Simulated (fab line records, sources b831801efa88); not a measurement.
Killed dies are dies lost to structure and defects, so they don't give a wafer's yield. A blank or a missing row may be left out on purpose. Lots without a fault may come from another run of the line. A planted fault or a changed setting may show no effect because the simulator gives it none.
Which tool did it? | flow sky130 | 24 lots, 72 wafers sampled, at 6 steps of a route of 708

WHAT THE GAUGES READ, wafer by wafer
SKY_VIA4_BOW_MEAS_03. Usual: VIA4_BOW 80 um, standard deviation 8.3.
lot  | measured     | on            | VIA4_BOW (um) | flag
L074 | day 41 18:41 | film_metro-02 | 89 72 85      |
L075 | day 41 21:06 | film_metro-01 | 85 85 82      |
L076 | day 42 10:50 | film_metro-04 | 87 89 80      |
L077 | day 42 20:40 | film_metro-04 | 76 87 76      |
L078 | day 43 02:26 | film_metro-02 | 97 101 85     |
L079 | day 43 08:30 | film_metro-04 | 92 74 85      |
L080 | day 43 20:49 | film_metro-04 | 87 78 75      |
L081 | day 44 00:08 | film_metro-01 | 78 92 77      |
L082 | day 44 08:31 | film_metro-02 | 70 67 78      |
L083 | day 44 11:37 | film_metro-01 | 76 78 78      |
L084 | day 44 18:01 | film_metro-04 | 73 83 88      |
L086 | day 45 04:33 | film_metro-01 | 67 76 72      |
L085 | day 45 07:10 | film_metro-02 | 94 102 89     |
L087 | day 45 11:15 | film_metro-04 | 81 64 68      |
L088 | day 45 15:40 | film_metro-01 | 88 80 94      |
L089 | day 45 22:47 | film_metro-02 | 79 72 70      |
L090 | day 45 23:24 | film_metro-02 | 70 91 85      |
L091 | day 46 12:07 | film_metro-02 | 90 84 91      |
L092 | day 46 15:28 | film_metro-02 | 79 79 68      |
L093 | day 46 22:51 | film_metro-02 | 84 80 89      |
L094 | day 47 05:38 | film_metro-02 | 64 65 74      |
L095 | day 47 06:53 | film_metro-02 | 72 75 73      |
L096 | day 47 15:44 | film_metro-02 | 74 82 72      |
L097 | day 47 19:03 | film_metro-01 | 99 77 80      |

SKY_PAD_OPEN_BOW_MEAS_13. Usual: PAD_OPEN_BOW 48 um, standard deviation 8.6.
lot  | measured     | on            | PAD_OPEN_BOW (um) | flag
L074 | day 45 17:05 | film_metro-03 | 61 45 56          |
L075 | day 45 19:27 | film_metro-02 | 51 51 48          |
L076 | day 46 07:37 | film_metro-02 | 53 55 48          |
L077 | day 46 16:09 | film_metro-03 | 44 55 46          |
L078 | day 46 21:14 | film_metro-04 | 69 74 58          |
L079 | day 47 02:52 | film_metro-03 | 59 43 51          |
L080 | day 47 13:19 | film_metro-02 | 53 45 42          |
L081 | day 47 16:29 | film_metro-02 | 43 57 44          |
L082 | day 47 23:34 | film_metro-03 | 37 37 48          |
L083 | day 48 02:02 | film_metro-03 | 40 40 42          |
L084 | day 48 08:18 | film_metro-02 | 37 48 55          |
L086 | day 48 16:51 | film_metro-03 | 32 40 35          |
L085 | day 48 19:52 | film_metro-03 | 64 71 58          |
L087 | day 48 22:28 | film_metro-04 | 53 36 40          |
L088 | day 49 02:49 | film_metro-02 | 54 47 61          |
L089 | day 49 08:28 | film_metro-04 | 48 41 40          |
L090 | day 49 10:52 | film_metro-03 | 35 56 50          |
L091 | day 49 19:16 | film_metro-03 | 54 46 54          |
L092 | day 49 23:02 | film_metro-02 | 48 48 38          |
L093 | day 50 04:34 | film_metro-02 | 52 48 59          |
L094 | day 50 09:53 | film_metro-02 | 30 33 42          |
L095 | day 50 10:53 | film_metro-03 | 42 44 43          |
L096 | day 50 18:41 | film_metro-02 | 42 50 42          |
L097 | day 50 23:22 | film_metro-03 | 63 43 46          |

WHICH TOOL RAN EACH LOT (tool, then ch and the chambers of the sampled wafers, then the start)
lot  | SKY_METAL4_DESCUM_15              | SKY_METAL5_SPUTTER_00        | SKY_METAL5_SPUTTER_02        | SKY_METAL5_METAL_ETCH_15
L074 | rie_metal-02 ch 0,1, day 41 17:13 | pvd_sputter-03, day 42 18:58 | pvd_sputter-03, day 42 19:01 | rie_metal-02 ch 0,1, day 43 17:58
L075 | rie_metal-04 ch 1, day 41 19:20   | pvd_sputter-02, day 42 22:04 | pvd_sputter-02, day 42 22:07 | rie_metal-03 ch 0,1, day 43 20:57
L076 | rie_metal-04 ch 0,1, day 42 09:21 | pvd_sputter-01, day 43 11:05 | pvd_sputter-01, day 43 11:08 | rie_metal-02 ch 0,1, day 44 09:38
L077 | rie_metal-04 ch 0,1, day 42 19:11 | pvd_sputter-03, day 43 21:01 | pvd_sputter-03, day 43 21:04 | rie_metal-04 ch 0,1, day 44 19:03
L078 | rie_metal-01 ch 0,1, day 43 00:59 | pvd_sputter-02, day 44 01:46 | pvd_sputter-02, day 44 01:49 | rie_metal-03 ch 0,1, day 45 00:19
L079 | rie_metal-01 ch 0,1, day 43 07:01 | pvd_sputter-01, day 44 08:27 | pvd_sputter-01, day 44 08:30 | rie_metal-03 ch 0,1, day 45 06:12
L080 | rie_metal-01 ch 0,1, day 43 19:17 | pvd_sputter-01, day 44 19:59 | pvd_sputter-01, day 44 20:02 | rie_metal-04 ch 0,1, day 45 17:29
L081 | rie_metal-02 ch 0,1, day 43 22:38 | pvd_sputter-03, day 44 23:12 | pvd_sputter-03, day 44 23:15 | rie_metal-04 ch 0,1, day 45 20:16
L082 | rie_metal-02 ch 1, day 44 06:56   | pvd_sputter-03, day 45 07:44 | pvd_sputter-03, day 45 07:47 | rie_metal-03 ch 0,1, day 46 04:30
L083 | rie_metal-01 ch 0,1, day 44 10:02 | pvd_sputter-02, day 45 10:56 | pvd_sputter-02, day 45 11:00 | rie_metal-03 ch 0,1, day 46 07:20
L084 | rie_metal-04 ch 0,1, day 44 15:52 | pvd_sputter-02, day 45 16:58 | pvd_sputter-02, day 45 17:01 | rie_metal-04 ch 0,1, day 46 13:42
L086 | rie_metal-01 ch 0,1, day 45 02:50 | pvd_sputter-02, day 46 02:43 | pvd_sputter-02, day 46 02:46 | rie_metal-02 ch 0,1, day 46 23:16
L085 | rie_metal-02 ch 0,1, day 45 05:41 | pvd_sputter-03, day 46 05:09 | pvd_sputter-03, day 46 05:12 | rie_metal-02 ch 0,1, day 47 02:05
L087 | rie_metal-02 ch 0,1, day 45 09:38 | pvd_sputter-03, day 46 09:18 | pvd_sputter-03, day 46 09:21 | rie_metal-03 ch 0,1, day 47 05:49
L088 | rie_metal-02 ch 0, day 45 14:04   | pvd_sputter-02, day 46 13:31 | pvd_sputter-02, day 46 13:34 | rie_metal-02 ch 0,1, day 47 09:47
L089 | rie_metal-02 ch 0,1, day 45 21:20 | pvd_sputter-02, day 46 20:22 | pvd_sputter-02, day 46 20:25 | rie_metal-04 ch 0, day 47 16:11
L090 | rie_metal-02 ch 1, day 45 21:55   | pvd_sputter-01, day 46 21:34 | pvd_sputter-01, day 46 21:37 | rie_metal-04 ch 0, day 47 17:43
L091 | rie_metal-02 ch 0,1, day 46 10:32 | pvd_sputter-03, day 47 09:34 | pvd_sputter-03, day 47 09:37 | rie_metal-04 ch 0,1, day 48 05:08
L092 | rie_metal-01 ch 0, day 46 13:50   | pvd_sputter-01, day 47 12:16 | pvd_sputter-01, day 47 12:18 | rie_metal-02 ch 0,1, day 48 08:09
L093 | rie_metal-02 ch 0,1, day 46 21:17 | pvd_sputter-02, day 47 19:57 | pvd_sputter-02, day 47 20:00 | rie_metal-02 ch 0,1, day 48 14:58
L094 | rie_metal-02 ch 0,1, day 47 04:02 | pvd_sputter-02, day 48 02:31 | pvd_sputter-02, day 48 02:34 | rie_metal-04 ch 0,1, day 48 20:58
L095 | rie_metal-01 ch 0,1, day 47 05:21 | pvd_sputter-03, day 48 03:36 | pvd_sputter-03, day 48 03:39 | rie_metal-03 ch 1, day 48 22:15
L096 | rie_metal-02 ch 0,1, day 47 13:17 | pvd_sputter-01, day 48 12:09 | pvd_sputter-01, day 48 12:12 | rie_metal-03 ch 1, day 49 06:31
L097 | rie_metal-02 ch 0,1, day 47 17:25 | pvd_sputter-01, day 48 15:25 | pvd_sputter-01, day 48 15:28 | rie_metal-04 ch 0,1, day 49 09:10
- SKY_METAL4_DESCUM_15: chemistry O2, time 8 s.
- SKY_METAL5_SPUTTER_00: material Ti, target thk 15 nm, time 10 s.
- SKY_METAL5_SPUTTER_02: material AlCu, target thk 1150 nm, time 61.2 s.
- SKY_METAL5_METAL_ETCH_15: etches the open film in Cl2/BCl3, stops on SiO2, target depth 1260 nm, time 252 s.

WHAT THE TOOLS THEMSELVES READ (means of the sampled wafers that have a number; where no wafer has one, the mark that the record gives instead)
SKY_METAL4_DESCUM_15. Usual: drypump_motor_current_A 5.6 A, standard deviation 0.39; oes_product_au 0.998 a.u., standard deviation 0.0099; temp_c 39.98 C, standard deviation 0.11.
lot  | tool         | drypump_motor_current_A (A) | oes_product_au (a.u.) | temp_c (C) | flag
L074 | rie_metal-02 | 5.3                         | 0.993                 | 39.96      |
L075 | rie_metal-04 | 5.5                         | 0.989                 | 40.08      |
L076 | rie_metal-04 | 5.6                         | 0.992                 | 39.96      |
L077 | rie_metal-04 | 5.6                         | 0.998                 | 40.00      |
L078 | rie_metal-01 | 6.1                         | 1.008                 | 39.91      |
L079 | rie_metal-01 | 5.9                         | 1.004                 | 40.07      |
L080 | rie_metal-01 | 5.9                         | 1.007                 | 40.06      |
L081 | rie_metal-02 | 5.6                         | 0.995                 | 39.89      |
L082 | rie_metal-02 | 5.8                         | 0.986                 | 39.93      |
L083 | rie_metal-01 | 6.1                         | 1.003                 | 39.99      |
L084 | rie_metal-04 | 5.6                         | 0.994                 | 39.99      |
L086 | rie_metal-01 | 6.1                         | 1.010                 | 39.99      |
L085 | rie_metal-02 | 5.3                         | 1.001                 | 39.94      |
L087 | rie_metal-02 | 5.5                         | 0.995                 | 40.03      |
L088 | rie_metal-02 | 5.1                         | 0.989                 | 40.03      |
L089 | rie_metal-02 | 5.3                         | 0.995                 | 39.86      |
L090 | rie_metal-02 | 5.8                         | 0.992                 | 39.98      |
L091 | rie_metal-02 | 5.5                         | 0.999                 | 40.00      |
L092 | rie_metal-01 | 6.3                         | 0.992                 | 39.95      |
L093 | rie_metal-02 | 5.5                         | 0.991                 | 39.99      |
L094 | rie_metal-02 | 5.5                         | 0.990                 | 40.05      |
L095 | rie_metal-01 | 5.9                         | 0.999                 | 40.01      |
L096 | rie_metal-02 | 5.3                         | 0.988                 | 40.10      |
L097 | rie_metal-02 | 5.3                         | 1.006                 | 39.91      |

SKY_METAL5_SPUTTER_00. Usual: throttle_valve_pct 29.9 %, standard deviation 1.3.
lot  | tool           | throttle_valve_pct (%) | flag
L074 | pvd_sputter-03 | 29.3                   |
L075 | pvd_sputter-02 | 29.4                   |
L076 | pvd_sputter-01 | 30.7                   |
L077 | pvd_sputter-03 | 29.2                   |
L078 | pvd_sputter-02 | 29.4                   |
L079 | pvd_sputter-01 | 30.5                   |
L080 | pvd_sputter-01 | 30.8                   |
L081 | pvd_sputter-03 | 29.4                   |
L082 | pvd_sputter-03 | 30.4                   |
L083 | pvd_sputter-02 | 29.8                   |
L084 | pvd_sputter-02 | 29.5                   |
L086 | pvd_sputter-02 | 30.5                   |
L085 | pvd_sputter-03 | 31.0                   |
L087 | pvd_sputter-03 | 30.0                   |
L088 | pvd_sputter-02 | 29.8                   |
L089 | pvd_sputter-02 | 29.4                   |
L090 | pvd_sputter-01 | 30.8                   |
L091 | pvd_sputter-03 | 30.7                   |
L092 | pvd_sputter-01 | 30.7                   |
L093 | pvd_sputter-02 | 29.7                   |
L094 | pvd_sputter-02 | 29.7                   |
L095 | pvd_sputter-03 | 30.1                   |
L096 | pvd_sputter-01 | 30.6                   |
L097 | pvd_sputter-01 | 30.7                   |

SKY_METAL5_SPUTTER_02. Usual: throttle_valve_pct 30.0 %, standard deviation 1.3.
lot  | tool           | throttle_valve_pct (%) | flag
L074 | pvd_sputter-03 | 29.2                   |
L075 | pvd_sputter-02 | 29.4                   |
L076 | pvd_sputter-01 | 30.7                   |
L077 | pvd_sputter-03 | 29.4                   |
L078 | pvd_sputter-02 | 29.3                   |
L079 | pvd_sputter-01 | 30.5                   |
L080 | pvd_sputter-01 | 30.8                   |
L081 | pvd_sputter-03 | 29.4                   |
L082 | pvd_sputter-03 | 30.6                   |
L083 | pvd_sputter-02 | 29.8                   |
L084 | pvd_sputter-02 | 29.3                   |
L086 | pvd_sputter-02 | 30.3                   |
L085 | pvd_sputter-03 | 31.0                   |
L087 | pvd_sputter-03 | 30.1                   |
L088 | pvd_sputter-02 | 29.9                   |
L089 | pvd_sputter-02 | 29.7                   |
L090 | pvd_sputter-01 | 30.8                   |
L091 | pvd_sputter-03 | 30.6                   |
L092 | pvd_sputter-01 | 30.8                   |
L093 | pvd_sputter-02 | 29.5                   |
L094 | pvd_sputter-02 | 29.7                   |
L095 | pvd_sputter-03 | 30.2                   |
L096 | pvd_sputter-01 | 30.7                   |
L097 | pvd_sputter-01 | 30.5                   |

SKY_METAL5_METAL_ETCH_15. Usual: drypump_motor_current_A 5.4 A, standard deviation 0.32; oes_product_au 0.894 a.u., standard deviation 0.0048; throttle_valve_pct 22.265 %, standard deviation 0.0099.
lot  | tool         | drypump_motor_current_A (A) | oes_product_au (a.u.) | throttle_valve_pct (%) | flag
L074 | rie_metal-02 | 5.3                         | 0.886                 | 22.259                 |
L075 | rie_metal-03 | 5.1                         | 0.891                 | 22.261                 |
L076 | rie_metal-02 | 5.6                         | 0.891                 | 22.268                 |
L077 | rie_metal-04 | 5.6                         | 0.896                 | 22.260                 |
L078 | rie_metal-03 | 5.1                         | 0.892                 | 22.270                 |
L079 | rie_metal-03 | 5.2                         | 0.900                 | 22.260                 |
L080 | rie_metal-04 | 5.6                         | 0.896                 | 22.258                 |
L081 | rie_metal-04 | 5.6                         | 0.895                 | 22.263                 |
L082 | rie_metal-03 | 5.2                         | 0.893                 | 22.269                 |
L083 | rie_metal-03 | 5.4                         | 0.897                 | 22.257                 |
L084 | rie_metal-04 | 5.6                         | 0.891                 | 22.263                 |
L086 | rie_metal-02 | 5.3                         | 0.893                 | 22.272                 |
L085 | rie_metal-02 | 5.6                         | 0.894                 | 22.273                 |
L087 | rie_metal-03 | 5.4                         | 0.895                 | 22.272                 |
L088 | rie_metal-02 | 5.6                         | 0.888                 | 22.262                 |
L089 | rie_metal-04 | 5.7                         | 0.891                 | 22.263                 |
L090 | rie_metal-04 | 5.7                         | 0.895                 | 22.254                 |
L091 | rie_metal-04 | 5.6                         | 0.898                 | 22.271                 |
L092 | rie_metal-02 | 5.3                         | 0.889                 | 22.277                 |
L093 | rie_metal-02 | 5.3                         | 0.895                 | 22.258                 |
L094 | rie_metal-04 | 5.6                         | 0.890                 | 22.272                 |
L095 | rie_metal-03 | 5.0                         | 0.896                 | 22.263                 |
L096 | rie_metal-03 | 5.0                         | 0.891                 | 22.273                 |
L097 | rie_metal-04 | 5.6                         | 0.890                 | 22.254                 |

THE ANSWER, worked out from the rows above alone
Rule: a lot is off if the mean of its wafers that have a number lies more than 3 standard deviations from the usual mean. A lot without any number at a reading at which 4 lots or more have one is off too. The other lots that the step has rows for count as sound. The gauges are gone through in route order, then the tools' own readings, and for those a lot's mean is taken as printed above. The first step at which some lot is off is used, and at that step the reading that is off furthest; a lot without a number counts as furthest.
No lot is off at any reading shown: from this, nothing can be told.

WHAT THE SIMULATOR HAD PUT IN
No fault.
